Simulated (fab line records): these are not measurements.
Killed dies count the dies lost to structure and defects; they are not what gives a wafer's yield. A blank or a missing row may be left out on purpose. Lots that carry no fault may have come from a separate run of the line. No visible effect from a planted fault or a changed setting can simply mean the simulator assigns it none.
What tool caused it? || flow sky130 || 33 wafers from 11 lots sampled at 4 of the route's 708 steps

== WHAT EACH GAUGE READ, for each wafer ==
SKY_PASSIVATION_THK_MEAS_03.
{"lot": "L653", "measured": "day 45 04:07", "on": "film metro-02", "PASSIVATION_CVD_02_THK (nm)": "541 548 543"}
{"lot": "L655", "measured": "day 45 08:33", "on": "film metro-01", "PASSIVATION_CVD_02_THK (nm)": "537 533 531"}
{"lot": "L656", "measured": "day 45 13:10", "on": "film metro-01", "PASSIVATION_CVD_02_THK (nm)": "545 547 553"}
{"lot": "L658", "measured": "day 45 22:06", "on": "film metro-04", "PASSIVATION_CVD_02_THK (nm)": "549 539 549"}
{"lot": "L659", "measured": "day 46 09:04", "on": "film metro-01", "PASSIVATION_CVD_02_THK (nm)": "598 607 609"}
{"lot": "L660", "measured": "day 46 12:01", "on": "film metro-04", "PASSIVATION_CVD_02_THK (nm)": "591 591 599"}
{"lot": "L665", "measured": "day 47 21:38", "on": "film metro-04", "PASSIVATION_CVD_02_THK (nm)": "531 530 537"}
{"lot": "L669", "measured": "day 48 21:47", "on": "film metro-02", "PASSIVATION_CVD_02_THK (nm)": "532 536 542"}
{"lot": "L670", "measured": "day 49 01:22", "on": "film metro-04", "PASSIVATION_CVD_02_THK (nm)": "542 543 549"}
{"lot": "L671", "measured": "day 49 04:19", "on": "film metro-02", "PASSIVATION_CVD_02_THK (nm)": "537 545 535"}
{"lot": "L673", "measured": "day 49 14:07", "on": "film metro-01", "PASSIVATION_CVD_02_THK (nm)": "536 546 544"}

== EACH LOT AND THE TOOL THAT RAN IT (in order: tool; ch and the chambers of the sampled wafers; start) ==
{"lot": "L653", "SKY_VIA3_ETCH_14": "rie diel-01 ch 0,1, day 41 01:19", "SKY_METAL4_SPUTTER_03": "pvd sputter-02, day 41 02:47", "SKY_PASSIVATION_CVD_02": "pecvd-01 ch 0,1, day 45 03:52"}
{"lot": "L655", "SKY_VIA3_ETCH_14": "rie diel-03 ch 0,1,2, day 41 06:34", "SKY_METAL4_SPUTTER_03": "pvd sputter-01, day 41 08:03", "SKY_PASSIVATION_CVD_02": "pecvd-01 ch 0,1,2, day 45 08:19"}
{"lot": "L656", "SKY_VIA3_ETCH_14": "rie diel-01 ch 0,1,2, day 41 11:40", "SKY_METAL4_SPUTTER_03": "pvd sputter-01, day 41 13:07", "SKY_PASSIVATION_CVD_02": "pecvd-04 ch 0,1, day 45 12:55"}
{"lot": "L658", "SKY_VIA3_ETCH_14": "rie diel-01 ch 0,3, day 41 21:25", "SKY_METAL4_SPUTTER_03": "pvd sputter-01, day 41 23:16", "SKY_PASSIVATION_CVD_02": "pecvd-04 ch 0,1,2, day 45 21:53"}
{"lot": "L659", "SKY_VIA3_ETCH_14": "rie diel-01 ch 0,2,3, day 42 09:55", "SKY_METAL4_SPUTTER_03": "pvd sputter-01, day 42 11:31", "SKY_PASSIVATION_CVD_02": "pecvd-04 ch 0,2, day 46 08:43"}
{"lot": "L660", "SKY_VIA3_ETCH_14": "rie diel-04 ch 0,1,3, day 42 12:35", "SKY_METAL4_SPUTTER_03": "pvd sputter-02, day 42 14:05", "SKY_PASSIVATION_CVD_02": "pecvd-04 ch 0,2, day 46 11:41"}
{"lot": "L665", "SKY_VIA3_ETCH_14": "rie diel-03 ch 1,2,3, day 44 02:38", "SKY_METAL4_SPUTTER_03": "pvd sputter-01, day 44 04:07", "SKY_PASSIVATION_CVD_02": "pecvd-03 ch 0,1,2, day 47 21:25"}
{"lot": "L669", "SKY_VIA3_ETCH_14": "rie diel-04 ch 0,1,2, day 45 07:40", "SKY_METAL4_SPUTTER_03": "pvd sputter-03, day 45 09:08", "SKY_PASSIVATION_CVD_02": "pecvd-03 ch 0,1,2, day 48 21:33"}
{"lot": "L670", "SKY_VIA3_ETCH_14": "rie diel-04 ch 0,2,3, day 45 11:49", "SKY_METAL4_SPUTTER_03": "pvd sputter-01, day 45 13:20", "SKY_PASSIVATION_CVD_02": "pecvd-04 ch 0,2, day 49 01:01"}
{"lot": "L671", "SKY_VIA3_ETCH_14": "rie diel-01 ch 0,1, day 45 15:38", "SKY_METAL4_SPUTTER_03": "pvd sputter-03, day 45 17:07", "SKY_PASSIVATION_CVD_02": "pecvd-04 ch 1,2, day 49 04:04"}
{"lot": "L673", "SKY_VIA3_ETCH_14": "rie diel-01 ch 1,2, day 46 02:08", "SKY_METAL4_SPUTTER_03": "pvd sputter-02, day 46 03:35", "SKY_PASSIVATION_CVD_02": "pecvd-01 ch 0,1,2, day 49 13:58"}
- SKY_VIA3_ETCH_14: etches BARC in N2/H2, stops on SiO2, time 45.9 s, target depth 60 nm.
- SKY_METAL4_SPUTTER_03: material Ti, target thk 5 nm, time 3.3 s.
- SKY_PASSIVATION_CVD_02: deposits Si3N4, target thk 540 nm.

== THE ANSWER, worked out from the rows above alone ==
Rule: what is usual is taken from the lots themselves. Put in order of their means at a reading, lots are off if they are a third of the lots or fewer, leave a main group of 4 or more, and stand apart from it by a gap of 3 or more times the standard deviation of the main group's means; of several such gaps the widest counts. Not used: any main group whose means are identical at the precision the tables above print for the reading. A lot without any number at a reading at which 4 lots or more have one is off too. The other lots that the step has rows for count as sound.
Off: at SKY_PASSIVATION_THK_MEAS_03 (PASSIVATION_CVD_02_THK), L659, L660. Main group: mean 541 nm, sd 5.2.
A tool fits if, at a process step before that reading, it ran every lot that is off, and no sound lot after the first of them. Those tools and the gauges at SKY_PASSIVATION_THK_MEAS_03 are tried in the same way. No candidate that was tried fits.

== WHAT THE SIMULATOR HAD PUT IN ==
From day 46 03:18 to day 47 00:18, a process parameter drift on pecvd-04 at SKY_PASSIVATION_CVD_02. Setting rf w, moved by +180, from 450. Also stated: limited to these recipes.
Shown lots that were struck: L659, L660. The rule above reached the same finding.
